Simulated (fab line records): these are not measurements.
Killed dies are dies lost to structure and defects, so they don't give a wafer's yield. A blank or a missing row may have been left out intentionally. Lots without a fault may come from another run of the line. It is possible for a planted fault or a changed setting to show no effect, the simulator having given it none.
Comparing a struck lot with a sound one ; flow sky130 ; 43 out of 708 route steps
Sound: the wafers L495.2, L495.3, L495.6. The struck wafers were L488.2, L488.5, L488.6. At the end, the cause is stated.
Order at every step that has rows: each side's tool, ch and its chambers, its first start. Under that, the readings that differ: sound wafers ; struck wafers ; difference of the means ; sigmas: that difference in standard deviations of wafers without a fault.
alike: readings with means less than 2 such deviations apart, plus words and numbers identical on both sides. not compared: withheld readings, readings lacking a value on some wafer, bounds such as >300 that could conceal the same value, and numbers that have no deviation in the record and whose values overlap.
Wherever a step has rows on one side only, a row that says differs or no value, or a row with sigmas, the two part there. Numbers that don't overlap but have no deviation are shown without sigmas and don't part them. A reading that every wafer of one side lacks parts them only if that side has two wafers or more.

SKY_GATE_OXIDE_TW_MEAS_14:
  sound on film_metro-01 at day 21 07:07; struck on film_metro-03 at day 19 07:20
  alike: GATE_OXIDE_TW
then, 3 steps without rows for these wafers: SKY_GATE_OXIDE_CLEAN_15 (cleans in SC1/SC2, time 150 s); SKY_GATE_OXIDE_OXIDATION_16 (stabilise 600 s, purge 300 s, target thk 3.57 nm); SKY_POLY_GATE_CVD_00 (deposits poly-Si, target thk 180 nm, time 720 s).
SKY_POLY_GATE_THK_MEAS_01:
  sound on film_metro-04 at day 21 17:38; struck on film_metro-02 at day 19 10:10
  alike: POLY_GATE_CVD_00_THK
then, 7 steps without rows for these wafers: SKY_RES_PROTECT_DEHYDRATE_00 (time 60 s); SKY_RES_PROTECT_HMDS_01 (prime time 60 s); SKY_RES_PROTECT_COAT_02 (resist thk 1140 nm); SKY_RES_PROTECT_SOFTBAKE_03 (time 60 s); SKY_RES_PROTECT_EXPOSE_04 (exposes mask RPM, target cd 1270 nm); SKY_RES_PROTECT_PEB_05; SKY_RES_PROTECT_DEVELOP_06 (develop time 60 s).
SKY_POLY_GATE_IMPLANT_02:
  sound on implanter-02 ch 0, day 23 01:04; struck on implanter-01 ch 0, day 20 17:15
SKY_RES_PROTECT_STRIP_07: strips in O2/N2.
  sound on plasma_asher-02 ch 0,1, day 23 01:12; struck on plasma_asher-02 ch 0,1, day 20 17:23
  alike: drypump_motor_current_A, oes_product_au, strip_time_to_endpoint_s
  not compared: rf_hours_counter_h
SKY_RES_PROTECT_TW_MEAS_08:
  sound on film_metro-01 at day 23 01:19; struck on film_metro-04 at day 20 17:29
  alike: POLY_GATE_TW
then, 2 steps without rows for these wafers: SKY_RES_PROTECT_CLEAN_09 (cleans in SC1/SC2, time 150 s); SKY_POLY_GATE_CVD_03 (deposits Si3N4 from DCS/NH3, target thk 75 nm, time 1290 s).
SKY_POLY_GATE_THK_MEAS_04:
  sound on film_metro-02 at day 23 03:17; struck on film_metro-02 at day 20 19:38
  alike: POLY_GATE_CVD_03_THK
then, 8 steps without rows for these wafers: SKY_POLY_GATE_DEHYDRATE_05 (time 60 s); SKY_POLY_GATE_HMDS_06 (prime time 60 s); SKY_POLY_GATE_COAT_07 (resist thk 110 nm); SKY_POLY_GATE_COAT_08 (resist thk 450 nm); SKY_POLY_GATE_SOFTBAKE_09 (time 90 s); SKY_POLY_GATE_EXPOSE_10 (exposes mask P1M, target cd 150 nm); SKY_POLY_GATE_PEB_11; SKY_POLY_GATE_DEVELOP_12 (develop time 60 s).
SKY_POLY_GATE_CD_MEAS_13: target cd 150 nm.
  sound on cd_sem-02 at day 24 09:47; struck on cd_sem-01 at day 22 02:15
  alike: cd_nm
SKY_POLY_GATE_OVL_MEAS_14:
  sound on overlay-01 at day 24 09:53; struck on overlay-02 at day 22 02:21
  alike: POLY_GATE_OVL
SKY_POLY_GATE_ETCH_15: etches BARC in N2/H2, stops on SiO2, time 118.5 s, target depth 110 nm.
  sound on rie_diel-03 ch 0,1,2, day 24 09:55; struck on rie_diel-01 ch 0,2,3, day 22 02:23
  alike: drypump_motor_current_A, oes_product_au, throttle_valve_pct
  not compared: rf_hours_counter_h
SKY_POLY_GATE_ETCH_16: etches Si3N4 in CH3F/O2, stops on poly-Si, time 147.5 s, target depth 75 nm.
  sound on rie_diel-03 ch 0,1,2, day 24 10:00; struck on rie_diel-01 ch 0,2,3, day 22 02:28
  alike: drypump_motor_current_A, oes_product_au, throttle_valve_pct
  not compared: rf_hours_counter_h
SKY_POLY_GATE_ETCH_17: etches poly-Si in HBr/Cl2, stops on SiO2, target depth 180 nm, time 70.5 s.
  sound on rie_si-02 ch 1,3, day 24 10:06; struck on rie_si-01 ch 2,3, day 22 02:34
  alike: drypump_motor_current_A, oes_product_au, throttle_valve_pct
  not compared: rf_hours_counter_h
SKY_POLY_GATE_STRIP_18: strips in O2/N2.
  sound on plasma_asher-01 ch 1, day 24 10:10; struck on plasma_asher-03 ch 0,1, day 22 02:37
  alike: drypump_motor_current_A, oes_product_au, strip_time_to_endpoint_s
  not compared: rf_hours_counter_h
then, 2 steps without rows for these wafers: SKY_POLY_GATE_CLEAN_19 (cleans in SC1/SC2, time 150 s); SKY_POLY_GATE_OXIDATION_20 (stabilise 600 s, purge 300 s, target thk 4 nm).
SKY_POLY_GATE_THK_MEAS_21:
  sound on film_metro-03 at day 24 11:49; struck on film_metro-03 at day 22 04:02
  alike: POLY_GATE_OXIDATION_THK
SKY_POLY_GATE_CD_MEAS_22:
  sound on cd_sem-01 at day 24 12:01; struck on cd_sem-01 at day 22 04:07
  alike: cd_nm
then, 6 steps without rows for these wafers: SKY_LDD_N_DEHYDRATE_00 (time 60 s); SKY_LDD_N_HMDS_01 (prime time 60 s); SKY_LDD_N_COAT_02 (resist thk 300 nm); SKY_LDD_N_SOFTBAKE_03 (time 60 s); SKY_LDD_N_EXPOSE_04 (exposes mask NTM, target cd 840 nm); SKY_LDD_N_PEB_05.
-- here the record skips 27 days between the struck wafers' starts before and after, leaving off in module LDD_N and picking up in module PAD_OPEN (first step shown: number 708 of the route) --
SKY_PAD_OPEN_PROBE_99:
  the record has rows for the struck wafers here (prober-01, day 49 11:26) and none for the sound ones

== WHERE THEY PART ==
Only at SKY_PAD_OPEN_PROBE_99, as far as this record shows.

WHY: what the simulator had put in
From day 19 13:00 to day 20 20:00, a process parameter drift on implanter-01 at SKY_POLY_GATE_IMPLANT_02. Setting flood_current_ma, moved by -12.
